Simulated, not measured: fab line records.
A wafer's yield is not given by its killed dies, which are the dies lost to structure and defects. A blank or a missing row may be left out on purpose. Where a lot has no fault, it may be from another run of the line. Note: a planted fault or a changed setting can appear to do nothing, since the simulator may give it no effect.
fab line records    flow sfq-line
record: lots: 7  wafers: 18  last-day: 83
route steps=325 shown L0@4 L0V@16 M0@28
lots with no fault: from the same line, run without faults
start-h: hours from the record's first day to the start of the lot's first wafer shown    wait-h: hours elapsed since this lot's preceding step    " identical to the entry in the row above    L1.1+2: several wafers, shown together as one row    - either no value or no given start    * or withheld: withheld    < > ~ a bound
route shown NAME@n: a module of which the file shows steps, and the number in the route of the first    usual: mean/standard deviation of fault-free wafers    same: alike in all rows    chamber/n: place in a boat    sites: readings site by site    _std_site: how widely they spread, as a standard deviation    _edge_site: the outer-site mean with the inner-site mean subtracted    radius-mm: how far each site lies from the wafer's centre    mask NAME#n: copy n    behind: the tool/chamber that last shaped the wafer    hold: why the lot was held/for how many hours/how that ended    device: which transistor (n, p or np) failed to switch    end of line: tests run on the same wafers once the route is complete    a step with no rows: only its recipe    killed: not the wafer's yield, but the dies lost to structure and defects at the first sort    map: per-die view of a wafer (x killed, . not killed, _ where there is no die)
set.NAME: the run value of the setting; set.NAME@STEP: its run value at that earlier step    model.NAME: the simulator's own value behind a step, which no gauge read
lots at some steps of the route; a table a step, a row a wafer
services: when a tool's chamber went out of use (start-h, in hours from the record's first day, below 0 if earlier), for how many hours, and the reason
== steps ==
step: SFQ_L0_RS_MEAS_901
recipe: thk-meas-gauge: four-point-probe  reads: MoNx_KI_of_TRILAYER_L0_DEP_SPUTTER_003
usual: L0_MONX_KI_RS: 43.5/0.6
lot.wafer  tool           chamber  start-h  wait-h  L0_MONX_KI_RS[ohm/sq]
L247.2     film-metro-02  -        47.58    0.1     43.1
L247.3     "              -        "        "       43.3
L248.3     film-metro-01  -        52.60    0.1     44.0
L248.4     "              -        "        "       43.9
L252.2     film-metro-01  -        72.58    0.1     43.6
L252.4     "              -        "        "       44.0
L253.3     film-metro-04  -        77.60    0.1     42.9
L253.4     "              -        "        "       43.0
L253.6     "              -        "        "       42.9
L256.3     film-metro-02  -        92.60    0.1     43.0
L256.4     "              -        "        "       43.9
L256.6     "              -        "        "       43.7
L262.1     film-metro-01  -        122.56   0.0     42.8
L262.3     "              -        "        "       44.4
L262.5     "              -        "        "       42.9
L263.2     film-metro-04  -        127.59   0.1     43.4
L263.4     "              -        "        "       44.5
L263.6     "              -        "        "       42.7
step: SFQ_L0_THK_MEAS_902
recipe: thk-meas-gauge: xrf  reads: MoNx_KI_of_TRILAYER_L0_DEP_SPUTTER_003
usual: L0_MONX_KI_THK: 39.7/0.56
lot.wafer  tool           chamber  start-h  wait-h  L0_MONX_KI_THK[nm]
L247.2     film-metro-02  -        47.69    0.1     40.8
L247.3     "              -        "        "       40.0
L248.3     film-metro-01  -        52.70    0.1     39.5
L248.4     "              -        "        "       39.1
L252.2     film-metro-01  -        72.69    0.1     39.5
L252.4     "              -        "        "       38.9
L253.3     film-metro-04  -        77.70    0.1     40.0
L253.4     "              -        "        "       40.3
L253.6     "              -        "        "       40.1
L256.3     film-metro-02  -        92.70    0.1     40.3
L256.4     "              -        "        "       39.5
L256.6     "              -        "        "       39.6
L262.1     film-metro-01  -        122.68   0.1     40.1
L262.3     "              -        "        "       38.7
L262.5     "              -        "        "       40.2
L263.2     film-metro-04  -        127.70   0.1     39.5
L263.4     "              -        "        "       38.4
L263.6     "              -        "        "       40.2
step: SFQ_TRILAYER_L0_LITHO_COAT_010
recipe: resist: BARC  spin-rpm: 3000  resist-thk-nm: 62
step: SFQ_TRILAYER_L0_LITHO_COAT_005
recipe: resist: KrF  spin-rpm: 3000  resist-thk-nm: 600
step: SFQ_TRILAYER_L0_LITHO_SOFTBAKE_009
recipe: temp-c: withheld  time-s: withheld  resist: KrF
step: SFQ_TRILAYER_L0_LITHO_EXPOSE_006
recipe: mask-id: L0  na: 0.6  source-shape: conventional  sigma-outer: 0.65  target-cd-nm: 2000  dose-mj: 14.4
step: SFQ_TRILAYER_L0_LITHO_PEB_008
recipe: peb-temp-c: 115  peb-time-s: 60  resist: KrF
step: SFQ_TRILAYER_L0_LITHO_DEVELOP_007
recipe: time-s: 60  resist: KrF
step: SFQ_TRILAYER_L0_BARC_OPEN_METAL_ETCH_010
recipe: mask-material: PR  chemistry: O2  target-depth-nm: 125  target: BARC  icp-w: 600  bias-w: 80  pressure-mtorr: 10  time-s: 41.7
usual: chamber-pressure-mTorr: 10.000/0.0093  drypump-motor-current-A: 5.43/0.29  oes-product-au: 0.685/0.0046
lot.wafer  tool          chamber  start-h  wait-h  chamber-pressure-mTorr  drypump-motor-current-A  oes-product-au  rf-hours-counter-h
L247.2     rie-metal-03  1        115.03   0.1     10.005                  5.68                     0.680           165
L247.3     "             0        "        "       10.004                  5.02                     0.682           -
L248.3     rie-metal-03  1        121.05   0.1     9.998                   5.68                     0.678           -
L248.4     "             0        "        "       9.995                   5.01                     0.677           -
L252.2     rie-metal-04  0        143.83   0.1     9.996                   5.54                     0.684           198
L252.4     "             0        "        "       10.009                  5.51                     0.684           -
L253.3     rie-metal-04  0        151.05   0.1     10.000                  5.49                     0.687           -
L253.4     "             1        "        "       10.002                  5.18                     0.690           -
L253.6     "             1        "        "       9.991                   5.17                     0.686           -
L256.3     rie-metal-03  0        172.65   0.1     9.996                   5.00                     0.679           -
L256.4     "             1        "        "       10.009                  5.68                     0.676           -
L256.6     "             0        "        "       9.980                   5.01                     0.684           -
L262.1     rie-metal-03  1        222.93   0.1     9.995                   5.68                     0.676           183
L262.3     "             1        "        "       9.988                   5.68                     0.690           -
L262.5     "             1        "        "       10.007                  5.66                     0.685           -
L263.2     rie-metal-03  1        226.55   0.1     9.989                   5.66                     0.684           -
L263.4     "             1        "        "       10.000                  5.67                     0.683           -
L263.6     "             1        "        "       9.986                   5.66                     0.686           -
step: SFQ_TRILAYER_L0_ETCH_METAL_ETCH_008
recipe: target: MoNx_KI  stop-on: SiO2  mask-material: PR  chemistry: SF6/O2  target-depth-nm: 50  icp-w: 600  bias-w: 80  pressure-mtorr: 10  time-s: 25
usual: chamber-pressure-mTorr: 10.001/0.0083  drypump-motor-current-A: 5.42/0.29  oes-product-au: 0.874/0.0081
lot.wafer  tool          chamber  start-h  wait-h  chamber-pressure-mTorr  drypump-motor-current-A  oes-product-au  rf-hours-counter-h
L247.2     rie-metal-03  1        115.09   0.0     10.001                  5.67                     0.880           165
L247.3     "             0        "        "       9.995                   5.01                     0.884           -
L248.3     rie-metal-03  1        121.10   0.0     10.004                  5.67                     0.873           -
L248.4     "             0        "        "       9.992                   5.01                     0.871           -
L252.2     rie-metal-04  0        143.89   0.0     10.013                  5.49                     0.870           198
L252.4     "             0        "        "       9.991                   5.51                     0.874           -
L253.3     rie-metal-04  0        151.10   0.0     10.005                  5.49                     0.880           -
L253.4     "             1        "        "       10.006                  5.17                     0.881           -
L253.6     "             1        "        "       9.994                   5.17                     0.878           -
L256.3     rie-metal-03  0        172.70   0.0     10.001                  5.00                     0.884           -
L256.4     "             1        "        "       10.004                  5.65                     0.873           -
L256.6     "             0        "        "       10.010                  5.01                     0.866           -
L262.1     rie-metal-03  1        223.05   0.1     10.004                  5.68                     0.885           184
L262.3     "             1        "        "       9.990                   5.69                     0.864           -
L262.5     "             1        "        "       9.992                   5.67                     0.876           -
L263.2     rie-metal-03  1        226.66   0.1     10.004                  5.70                     0.875           -
L263.4     "             1        "        "       10.000                  5.69                     0.859           -
L263.6     "             1        "        "       10.008                  5.68                     0.884           -
step: SFQ_TRILAYER_L0_STRIP_STRIP_009
recipe: gas: O2  power-w: 200  platen-temp-c: 40  overash-fraction: 0.65  chemistry: O2  pressure-mtorr: 50
usual: chamber-pressure-mTorr: 50.00/0.047  drypump-motor-current-A: 5.43/0.29  oes-product-au: 1.006/0.013
lot.wafer  tool          chamber  start-h  wait-h  chamber-pressure-mTorr  drypump-motor-current-A  oes-product-au  rf-hours-counter-h
L247.2     rie-metal-03  1        115.13   0.0     49.95                   5.67                     0.992           165
L247.3     "             0        "        "       49.98                   5.01                     1.015           -
L248.3     rie-metal-03  1        121.33   0.2     49.97                   5.67                     0.992           -
L248.4     "             0        "        "       49.95                   5.02                     1.017           -
L252.2     rie-metal-04  0        143.93   0.0     50.10                   5.50                     1.001           198
L252.4     "             0        "        "       49.95                   5.49                     1.009           -
L253.3     rie-metal-04  0        151.33   0.2     50.03                   5.51                     1.004           -
L253.4     "             1        "        "       50.00                   5.17                     1.033           -
L253.6     "             1        "        "       50.07                   5.19                     1.024           -
L256.3     rie-metal-03  0        172.93   0.2     49.95                   5.02                     1.022           -
L256.4     "             1        "        "       49.99                   5.66                     0.979           -
L256.6     "             0        "        "       50.06                   5.02                     1.021           -
L262.1     rie-metal-03  1        223.14   0.1     50.03                   5.68                     1.001           184
L262.3     "             1        "        "       50.00                   5.68                     1.002           -
L262.5     "             1        "        "       50.02                   5.68                     0.998           -
L263.2     rie-metal-03  1        226.94   0.3     49.99                   5.67                     1.013           -
L263.4     "             1        "        "       49.99                   5.67                     1.005           -
L263.6     "             1        "        "       49.95                   5.67                     1.008           -
step: SFQ_TRILAYER_L0_STRIP_SOLV_CLEAN_010
recipe: chemistry: NMP  temp-c: 70  time-s: 600
step: SFQ_TRILAYER_L0_CAP_PECVD_011
recipe: material: SiO2  temp-c: 150  time-s: 13.333  pressure-torr: 2.4  rf-w: 183.3  precursor: SiH4/N2O  target-thk-nm: 60
usual: chamber-pressure-Torr: 2.400/0.0052  heater-power-w: 93/16  throttle-valve-pct: 24.1/1.2
lot.wafer  tool      chamber  start-h  wait-h  chamber-pressure-Torr  heater-power-w  throttle-valve-pct  model.SiO2_of_TRILAYER_L0_CAP_PECVD_011.thk-nm
L247.2     pecvd-04  0        115.91   0.0     2.400                  103             22.9                63.2
L247.3     "         2        "        "       2.394                  105             23.8                63.47
L248.3     pecvd-04  2        121.91   0.0     2.395                  97              23.7                63.42
L248.4     "         0        "        "       2.388                  97              22.7                60.06
L252.2     pecvd-04  0        144.71   0.0     2.396                  104             22.8                63.78
L252.4     "         2        "        "       2.404                  93              23.6                60.43
L253.3     pecvd-01  0        151.91   0.0     2.404                  66              25.2                59.25
L253.4     "         0        "        "       2.408                  66              25.3                60.15
L253.6     "         2        "        "       2.403                  76              25.5                59.4
L256.3     pecvd-02  1        173.51   0.0     2.397                  79              22.0                60.39
L256.4     "         0        "        "       2.403                  83              24.7                59.24
L256.6     "         2        "        "       2.398                  72              25.2                59.82
L262.1     pecvd-01  1        224.51   0.0     2.397                  121             25.5                58.74
L262.3     "         2        "        "       2.405                  80              25.3                59.19
L262.5     "         1        "        "       2.407                  124             25.8                59.88
L263.2     pecvd-04  1        228.11   0.0     2.400                  113             23.5                60.74
L263.4     "         1        "        "       2.405                  111             23.3                61.99
L263.6     "         2        "        "       2.402                  106             23.7                60.87
step: SFQ_TRILAYER_L0_VIA_LITHO_COAT_018
recipe: resist: BARC  spin-rpm: 3000  resist-thk-nm: 62
step: SFQ_TRILAYER_L0_VIA_LITHO_COAT_013
recipe: resist: KrF  spin-rpm: 3000  resist-thk-nm: 650
step: SFQ_TRILAYER_L0_VIA_LITHO_SOFTBAKE_017
recipe: temp-c: withheld  time-s: withheld  resist: KrF
step: SFQ_TRILAYER_L0_VIA_LITHO_EXPOSE_014
recipe: mask-id: L0V  na: 0.6  source-shape: conventional  sigma-outer: 0.65  target-cd-nm: 700  dose-mj: 21.3
step: SFQ_TRILAYER_L0_VIA_LITHO_PEB_016
recipe: peb-temp-c: 115  peb-time-s: 60  resist: KrF
step: SFQ_TRILAYER_L0_VIA_LITHO_DEVELOP_015
recipe: time-s: 60  resist: KrF
step: SFQ_L0V_OVL_MEAS_903
usual: L0V_OVL: 1/6.3
lot.wafer  tool        chamber  start-h  wait-h  L0V_OVL[nm]
L247.2     overlay-02  -        213.33   0.1     3
L247.3     "           -        "        "       3
L248.3     overlay-02  -        221.74   0.1     -6
L248.4     "           -        "        "       -7
L252.2     overlay-01  -        246.59   0.1     2
L252.4     "           -        "        "       2
L253.3     overlay-01  -        252.60   0.1     -4
L253.4     "           -        "        "       1
L253.6     "           -        "        "       -1
L256.3     overlay-02  -        273.55   0.1     5
L256.4     "           -        "        "       5
L256.6     "           -        "        "       3
L262.1     overlay-02  -        319.79   0.1     -4
L262.3     "           -        "        "       -3
L262.5     "           -        "        "       -7
L263.2     overlay-02  -        327.00   0.1     2
L263.4     "           -        "        "       2
L263.6     "           -        "        "       -5
step: SFQ_TRILAYER_L0_VIA_BARC_OPEN_VIA_ETCH_021
recipe: mask-material: PR  chemistry: O2  target-depth-nm: 125  target: BARC  source-w: 500  bias-w: 80  pressure-mtorr: 30  time-s: 41.7
usual: chamber-pressure-mTorr: 29.996/0.029  drypump-motor-current-A: 5.8/0.35  oes-product-au: 0.685/0.0047
lot.wafer  tool         chamber  start-h  wait-h  chamber-pressure-mTorr  drypump-motor-current-A  oes-product-au  rf-hours-counter-h
L247.2     rie-diel-01  1        213.36   0.0     29.938                  5.4                      0.692           54
L247.3     "            0        "        "       29.979                  6.0                      0.692           132
L248.3     rie-diel-01  3        221.76   0.0     29.979                  5.9                      0.691           21
L248.4     "            3        "        "       29.982                  5.9                      0.680           -
L252.2     rie-diel-01  2        246.62   0.0     30.007                  6.1                      0.688           127
L252.4     "            0        "        "       30.034                  6.0                      0.687           133
L253.3     rie-diel-04  1        252.62   0.0     29.955                  6.0                      0.689           5
L253.4     "            3        "        "       30.035                  5.6                      0.683           104
L253.6     "            3        "        "       30.033                  5.6                      0.689           -
L256.3     rie-diel-01  2        273.58   0.0     29.988                  6.0                      0.686           128
L256.4     "            0        "        "       30.054                  6.0                      0.677           133
L256.6     "            3        "        "       30.003                  5.9                      0.687           -
L262.1     rie-diel-04  2        319.83   0.0     29.981                  6.1                      0.678           31
L262.3     "            1        "        "       29.987                  6.0                      0.685           6
L262.5     "            3        "        "       29.982                  5.6                      0.686           -
L263.2     rie-diel-01  1        327.03   0.0     30.036                  5.4                      0.684           55
L263.4     "            2        "        "       29.984                  6.0                      0.679           129
L263.6     "            1        "        "       30.027                  5.4                      0.690           -
step: SFQ_TRILAYER_L0_VIA_ETCH_VIA_ETCH_016
recipe: target: SiO2  stop-on: MoNx_KI  mask-material: PR  chemistry: CHF3  target-depth-nm: 80  source-w: 500  bias-w: 80  pressure-mtorr: 30  time-s: withheld
usual: chamber-pressure-mTorr: 29.996/0.028  drypump-motor-current-A: 5.8/0.35  oes-product-au: 0.841/0.0078
lot.wafer  tool         chamber  start-h  wait-h  chamber-pressure-mTorr  drypump-motor-current-A  oes-product-au  model.etch.depth-nm  model.L0V.feature-depth-nm
L247.2     rie-diel-01  1        213.40   0.0     30.012                  5.4                      0.864           63.2                 63.2
L247.3     "            0        "        "       29.999                  6.0                      0.867           63.47                63.47
L248.3     rie-diel-01  3        221.80   0.0     29.999                  6.0                      0.869           63.42                63.42
L248.4     "            3        "        "       30.037                  6.0                      0.832           60.06                60.06
L252.2     rie-diel-01  2        246.66   0.0     30.046                  6.0                      0.871           63.78                63.78
L252.4     "            0        "        "       30.025                  6.0                      0.847           60.43                60.43
L253.3     rie-diel-04  1        252.66   0.0     29.972                  5.9                      0.835           59.25                59.25
L253.4     "            3        "        "       29.974                  5.6                      0.841           60.15                60.15
L253.6     "            3        "        "       30.015                  5.6                      0.838           59.4                 59.4
L256.3     rie-diel-01  2        273.62   0.0     29.943                  6.0                      0.852           60.39                60.39
L256.4     "            0        "        "       29.993                  6.0                      0.839           59.24                59.24
L256.6     "            3        "        "       29.969                  5.9                      0.849           59.82                59.82
L262.1     rie-diel-04  2        319.87   0.0     30.015                  6.1                      0.833           58.74                58.74
L262.3     "            1        "        "       30.008                  6.0                      0.830           59.19                59.19
L262.5     "            3        "        "       29.975                  5.6                      0.839           59.88                59.88
L263.2     rie-diel-01  1        327.07   0.0     30.002                  5.4                      0.846           60.74                60.74
L263.4     "            2        "        "       30.065                  6.1                      0.859           61.99                61.99
L263.6     "            1        "        "       30.003                  5.4                      0.843           60.87                60.87
step: SFQ_TRILAYER_L0_VIA_STRIP_STRIP_017
recipe: gas: O2  power-w: 200  platen-temp-c: 40  overash-fraction: 0.65  chemistry: O2  pressure-mtorr: 50
step: SFQ_TRILAYER_L0_VIA_STRIP_SOLV_CLEAN_018
recipe: chemistry: NMP  temp-c: 70  time-s: 600
step: SFQ_TRILAYER_M0_DEP_PRE_CLEAN_020
recipe: gas: Ar  time-s: 15  bias-v: 250
lot.wafer  tool            chamber  start-h  wait-h  model.SiO2_of_TRILAYER_L0_CAP_PECVD_011.thk-nm
L247.2     pvd-sputter-05  -        214.22   0.0     58.2
L247.3     "               -        "        "       58.47
L248.3     pvd-sputter-06  -        222.62   0.0     58.42
L248.4     "               -        "        "       55.06
L252.2     pvd-sputter-05  -        248.26   0.0     58.78
L252.4     "               -        "        "       55.43
L253.3     pvd-sputter-05  -        254.08   0.0     54.25
L253.4     "               -        "        "       55.15
L253.6     "               -        "        "       54.4
L256.3     pvd-sputter-06  -        275.04   0.0     55.39
L256.4     "               -        "        "       54.24
L256.6     "               -        "        "       54.82
L262.1     pvd-sputter-03  -        320.69   0.0     53.74
L262.3     "               -        "        "       54.19
L262.5     "               -        "        "       54.88
L263.2     pvd-sputter-05  -        327.89   0.0     55.74
L263.4     "               -        "        "       56.99
L263.6     "               -        "        "       55.87
step: SFQ_TRILAYER_M0_DEP_SPUTTER_019
recipe: material: Nb  base-pressure-pa: 1.33e-06  chamber-pressure-pa: 0.1333  substrate-temp-c: 20  resputter-cathode-voltage-v: 400  target-thk-nm: 200  power-w: 2000  time-s: 133.3
usual: throttle-valve-pct: 30.0/1.3
lot.wafer  tool            chamber  start-h  wait-h  throttle-valve-pct
L247.2     pvd-sputter-05  -        214.25   0.0     30.5
L247.3     "               -        "        "       28.1
L248.3     pvd-sputter-06  -        222.65   0.0     30.7
L248.4     "               -        "        "       29.0
L252.2     pvd-sputter-05  -        248.28   0.0     32.1
L252.4     "               -        "        "       30.8
L253.3     pvd-sputter-05  -        254.11   0.0     30.7
L253.4     "               -        "        "       30.4
L253.6     "               -        "        "       30.3
L256.3     pvd-sputter-06  -        275.06   0.0     29.7
L256.4     "               -        "        "       30.8
L256.6     "               -        "        "       30.8
L262.1     pvd-sputter-03  -        320.72   0.0     28.2
L262.3     "               -        "        "       30.1
L262.5     "               -        "        "       31.7
L263.2     pvd-sputter-05  -        327.92   0.0     28.4
L263.4     "               -        "        "       31.9
L263.6     "               -        "        "       31.8
== services ==
tool            chamber  start-h  hours  kind
pecvd-01        1        106.02   6.0    repair
rie-metal-04    1        115.64   6.3    repair
pecvd-04        0        124.30   5.2    repair
pecvd-04        -        128.36   9.3    repair
rie-metal-03    -        151.01   0.2    repair
pvd-sputter-06  -        154.92   2.6    repair
rie-diel-04     0        161.52   20.5   repair
pvd-sputter-05  -        171.34   1.0    repair
rie-diel-01     0        203.65   8.6    repair
rie-diel-01     2        206.35   21.2   repair
pvd-sputter-06  -        207.03   3.2    repair
rie-diel-04     1        210.80   6.2    repair
rie-diel-04     0        213.55   3.0    repair
rie-metal-03    1        242.45   19.5   repair
rie-diel-04     0        245.86   4.0    repair
rie-diel-04     0        277.95   7.9    repair
rie-diel-04     2        279.06   1.4    repair
rie-metal-03    -        284.16   3.1    repair
pecvd-01        -        290.83   2.8    pm
rie-diel-01     -        292.60   0.1    repair
rie-metal-04    0        296.73   3.4    repair
pvd-sputter-06  -        316.14   2.9    repair
rie-diel-04     0        318.25   11.6   repair
rie-diel-04     -        322.06   2.3    repair
== key ==
first-sign: step: SFQ_TRILAYER_L0_VIA_ETCH_VIA_ETCH_016  reading: oes-product-au  direction: up  sigmas: 3.4  usual: 0.841  struck: 0.868
effect none on later readings
model-effect: step: SFQ_TRILAYER_L0_CAP_PECVD_011  value: SiO2_of_TRILAYER_L0_CAP_PECVD_011.thk-nm  without: 58.56  struck: 63.47
model-effect: step: SFQ_TRILAYER_L0_VIA_ETCH_VIA_ETCH_016  value: etch.depth-nm  without: 58.56  struck: 63.47
model-effect: step: SFQ_TRILAYER_M0_DEP_PRE_CLEAN_020  value: SiO2_of_TRILAYER_L0_CAP_PECVD_011.thk-nm  without: 53.56  struck: 58.47
met-at SFQ_TRILAYER_L0_CAP_PECVD_011
struck-wafers L247.2,L247.3,L248.3,L252.2
fault: kind: process-parameter-drift  tool: pecvd-04  chamber: -  onset-h: 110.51  steps: SFQ_TRILAYER_L0_CAP_PECVD_011  channel: time-s  offset: *  shape: step  end-h: 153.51  scope: struck-wafers-only  acts-in: *  stated: *
